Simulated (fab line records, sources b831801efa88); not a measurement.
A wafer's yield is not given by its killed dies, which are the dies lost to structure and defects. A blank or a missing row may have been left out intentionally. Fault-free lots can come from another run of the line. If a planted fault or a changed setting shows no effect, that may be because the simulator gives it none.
A struck lot beside a sound one / flow sky130 / 16 out of 708 route steps
Sound: wafers L977.2, L977.4, L977.5. Struck: wafer L980.2 (left out: L980.1, L980.4 of the same lot, which were not struck); the cause appears at the end.
Per side, at each step with rows, come the tool, then ch with its chambers, and then its first start. Under that, the readings that differ: sound wafers / struck wafers / difference of the means / sigmas: that difference in standard deviations of wafers without a fault.
alike: readings whose means differ by less than 2 such deviations, and words and numbers that are the same on both sides. not compared: withheld readings, readings that some wafer has no value for, bounds like >300 that may hide the same value, and numbers for which the record gives no deviation and whose values overlap.
The two part at a step that has a row with sigmas, a row that says differs or no value, or rows on one side only. When numbers do not overlap yet have no deviation, they are printed without sigmas and do not part them. A reading that every wafer of one side lacks parts them only if that side has two wafers or more.

SKY_LI_CONTACT_BOW_MEAS_03:
  sound: film metro-04 at day 29 23:38; struck: film metro-04 at day 30 17:19
  alike: LI_CONTACT_BOW
then, 8 steps without rows for these wafers: SKY_LI_CONTACT_DEHYDRATE_04 (time 60 s); SKY_LI_CONTACT_HMDS_05 (prime time 60 s); SKY_LI_CONTACT_COAT_06 (resist thk 60 nm); SKY_LI_CONTACT_COAT_07 (resist thk 450 nm); SKY_LI_CONTACT_SOFTBAKE_08 (time 90 s); SKY_LI_CONTACT_EXPOSE_09 (exposes mask LICM1, target cd 170 nm); SKY_LI_CONTACT_PEB_10; SKY_LI_CONTACT_DEVELOP_11 (develop time 60 s).
SKY_LI_CONTACT_CD_MEAS_12: target cd 170 nm.
  sound: cd sem-02 at day 31 03:13; struck: cd sem-02 at day 31 21:17
  alike: cd nm
SKY_LI_CONTACT_OVL_MEAS_13:
  sound: overlay-02 at day 31 03:19; struck: overlay-02 at day 31 21:25
  alike: LI_CONTACT_OVL
SKY_LI_CONTACT_ETCH_14: etches BARC in N2/H2, stops on SiO2, time 45.9 s, target depth 60 nm.
  sound on rie diel-03 ch 0,3, day 31 03:21; struck on rie diel-03 ch 0, day 31 21:27
  alike: drypump motor current A, oes product au, throttle valve pct
  not compared: rf hours counter h
SKY_LI_CONTACT_ETCH_15: etches PSG in C4F8/O2/Ar, stops on Si, target depth 600 nm.
  sound on rie diel-03 ch 0,3, day 31 03:23; struck on rie diel-03 ch 0, day 31 21:29
reading=oes product au (a.u.); sound=0.842 0.845 0.843; struck=0.828; difference=-0.015; sigmas=-3
reading=model.KrF-thick_of_LI_CONTACT_COAT_07.thk nm (nm); sound=230.8 231.1 230.8; struck=274; difference=+43; sigmas=
reading=model.LI_CONTACT.feature depth nm (nm); sound=596.3 598.1 597.6; struck=590.3; difference=-7.0; sigmas=
reading=model.etch.depth nm (nm); sound=596.3 598.1 597.6; struck=590.3; difference=-7.0; sigmas=
SKY_LI_CONTACT_STRIP_16: strips in O2/N2.
  sound on plasma asher-02 ch 1, day 31 03:29; struck on plasma asher-01 ch 0, day 31 21:35
reading=oes product au (a.u.); sound=0.379 0.379 0.367; struck=0.391; difference=+0.016; sigmas=+3
reading=strip time to endpoint s (s); sound=3.48 3.50 3.48; struck=3.94; difference=+0.45; sigmas=+12
  alike: drypump motor current A, o2 flow sccm
  not compared: rf hours counter h
then, 1 step without rows for these wafers: SKY_LI_CONTACT_CLEAN_17 (cleans in NMP, time 600 s).
-- here the record skips 16 days between the struck wafers' starts before and after, leaving off in module LI_CONTACT and picking up in module PAD_OPEN (first step shown: number 708 of the route) --
SKY_PAD_OPEN_PROBE_99:
  sound: prober-02 at day 47 05:28; struck: prober-02 at day 47 23:26
reading=killed_at_M4_up; sound=9 3 8; struck=2; difference=-5; sigmas=-2
reading=killed at contacts; sound=26 14 25; struck=330; difference=+308; sigmas=+57
reading=killed dies; sound=75 65 87; struck=388; difference=+312; sigmas=+31
reading=killed on rim; sound=11 11 19; struck=80; difference=+66; sigmas=+16
  alike: killed_at_M0_to_M3, killed at front end, killed at other, killed open, killed short

WHERE THEY PART
Earliest at SKY_LI_CONTACT_ETCH_15; latest, in this record, at SKY_PAD_OPEN_PROBE_99.

WHY: what had been put in by the simulator
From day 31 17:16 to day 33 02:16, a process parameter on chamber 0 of rie diel-03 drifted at SKY_LI_CONTACT_ETCH_15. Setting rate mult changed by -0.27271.
